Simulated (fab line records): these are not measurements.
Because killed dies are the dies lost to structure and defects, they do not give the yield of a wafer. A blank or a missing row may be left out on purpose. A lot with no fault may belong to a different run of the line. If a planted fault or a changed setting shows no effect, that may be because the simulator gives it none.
The same fault as seen by 2 desks + flow sky130 + each desk holds nothing but its own numbers, with what lay behind them at the end

== FOR THE TOOL OWNER'S DESK: litho_track-04 ==
At SKY_METAL5_SOFTBAKE_10 (time 60 s), the tool's own readings, given per lot that ran on this tool as the mean of the sampled wafers with a number. Marked OUT: a lot whose mean sits more than 4 standard deviations from the usual mean, which makes it out of limits; the brackets give that distance.
Columns: A = exhaust_pa at SKY_METAL5_SOFTBAKE_10, usual 45.1 Pa; B = heater_power_total_W at SKY_METAL5_SOFTBAKE_10, usual 56.60 W; C = plate_temp_C at SKY_METAL5_SOFTBAKE_10, usual 89.98 C
| lot  | first seen here | A    | B               | C               |
|------|-----------------|------|-----------------|-----------------|
| L303 | day 43 19:22    | 44.3 | 56.60           | 89.99           |
| L305 | day 44 11:22    | 45.2 | 54.22 (-58) OUT | 87.47 (-18) OUT |
| L307 | day 44 23:08    | 45.1 | 54.16 (-60) OUT | 87.30 (-19) OUT |
| L308 | day 44 23:44    | 44.9 | 54.24 (-57) OUT | 87.49 (-18) OUT |
| L316 | day 48 00:49    | 45.2 | 56.59           | 89.99           |
| L318 | day 48 02:52    | 44.7 | 56.59           | 89.79           |
| L319 | day 48 03:28    | 44.4 | 56.60           | 89.99           |
| L324 | day 49 02:29    | 44.8 | 56.62           | 90.01           |
This desk's finding: out of limits on L305, L307, L308; first on L305, day 44 11:22 (heater_power_total_W at SKY_METAL5_SOFTBAKE_10). L303, L316, L318, L319, L324 stayed within limits.

== FROM THE METROLOGY DESK ==
Means of the sampled wafers that have a number, per lot and without regard to the tool the lot ran on: this is what the gauges read. Marked OUT: a lot whose mean sits more than 4 standard deviations from the usual mean, which makes it out of limits; the brackets give that distance.
Columns: A = METAL5_ALCU_RS at SKY_METAL5_RS_MEAS_05, usual 0.02706 ohm/sq; B = PASSIVATION_CVD_00_THK at SKY_PASSIVATION_THK_MEAS_01, usual 90.3 nm
| lot  | first seen here | A       | B    |
|------|-----------------|---------|------|
| L303 | day 43 07:28    | 0.02724 | 91.9 |
| L305 | day 43 23:13    | 0.02755 | 89.3 |
| L306 | day 44 08:42    | 0.02692 | 91.4 |
| L307 | day 44 13:17    | 0.02729 | 90.1 |
| L308 | day 44 13:35    | 0.02715 | 90.8 |
| L313 | day 45 23:04    | 0.02697 | 89.4 |
| L316 | day 47 16:05    | 0.02724 | 90.7 |
| L318 | day 47 17:46    | 0.02674 | 92.0 |
| L319 | day 47 18:18    | 0.02717 | 90.0 |
| L320 | day 47 19:15    | 0.02674 | 90.0 |
| L323 | day 48 15:09    | 0.02748 | 90.5 |
| L324 | day 48 16:46    | 0.02684 | 90.9 |
Result from this desk: across the 12 lots, nothing is out of limits.

== PUT TOGETHER ==
On L305, L307, L308, at day 44 11:22, an alarm was possible from the tool owner's desk.
Metrology desk: nothing out of limits seen.
The metrology desk has L305, L307, L308 on record, within its limits.
Every lot named ran SKY_METAL5_SOFTBAKE_10 on litho_track-04.

== WHAT THE SIMULATOR HAD PUT IN ==
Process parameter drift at SKY_METAL5_SOFTBAKE_10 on litho_track-04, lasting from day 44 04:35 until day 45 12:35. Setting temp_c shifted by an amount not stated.
Struck lots among those shown: L305, L307, L308.
Time in hours from fault onset to the first out-of-limits reading at each desk: the tool owner's desk, 7.
